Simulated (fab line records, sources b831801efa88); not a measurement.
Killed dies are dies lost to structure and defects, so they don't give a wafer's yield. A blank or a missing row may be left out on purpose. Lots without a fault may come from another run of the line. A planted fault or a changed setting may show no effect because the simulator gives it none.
Chamber matching | flow gf180mcu | GF_CONTACT_CVD_02 on pecvd-04: 3 sister chambers
The step deposits SiO2 from TEOS, target thk 860 nm, time 95.992 s. 14 wafers are shown with their chamber, then 7 later ones without.

WAFERS WITH THEIR CHAMBER
wafer  | chamber | heater_power_w (W)
L908.2 | 0       | 608
L908.4 | 2       | 719
L908.6 | 1       | 765
L918.1 | 2       | 792
L918.3 | 1       | 708
L918.5 | 2       | 803
L921.2 | 1       | 786
L921.4 | 1       | 624
L921.6 | 2       | 831
L925.1 | 1       | 733
L925.3 | 0       | 486
L925.4 | 1       | 764
L926.2 | 2       | 716
L926.3 | 0       | 564

SIGNATURES (means of the wafers above)
reading        | chamber 0 | chamber 1 | chamber 2 | scatter within a chamber
heater_power_w | 552.67    | 730.00    | 772.20    | 56.9
Rule: a wafer's distance from a chamber is the root of the sum, over the readings, of the square of ((its reading less the chamber's mean) divided by the reading's scatter). The wafer belongs to the nearest chamber; if the next one is less than 2 further off, it can't be placed. The scatter: the root of (the sum of the squares of (reading less its chamber's mean) over the shown wafers, divided by (wafers less chambers)).

WAFERS WITHOUT THEIR CHAMBER
wafer  | heater_power_w (W)
L926.6 | 811
L928.1 | 668
L928.4 | 573
L928.5 | 472
L929.3 | 737
L929.4 | 625
L929.6 | 538

WHICH CHAMBER EACH WENT THROUGH
wafer  | from the rows above          | in truth
L926.6 | can't be placed: 2 or 1      | 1
L928.1 | can't be placed: 1 or 2 or 0 | 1
L928.4 | 0                            | 0
L928.5 | 0                            | 0
L929.3 | can't be placed: 1 or 2      | 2
L929.4 | can't be placed: 0 or 1 or 2 | 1
L929.6 | 0                            | 0
Placed correctly: 3 of 7. Can't be placed from these rows: 4 (the true chamber is among the candidates in 4). Placed wrongly: 0.
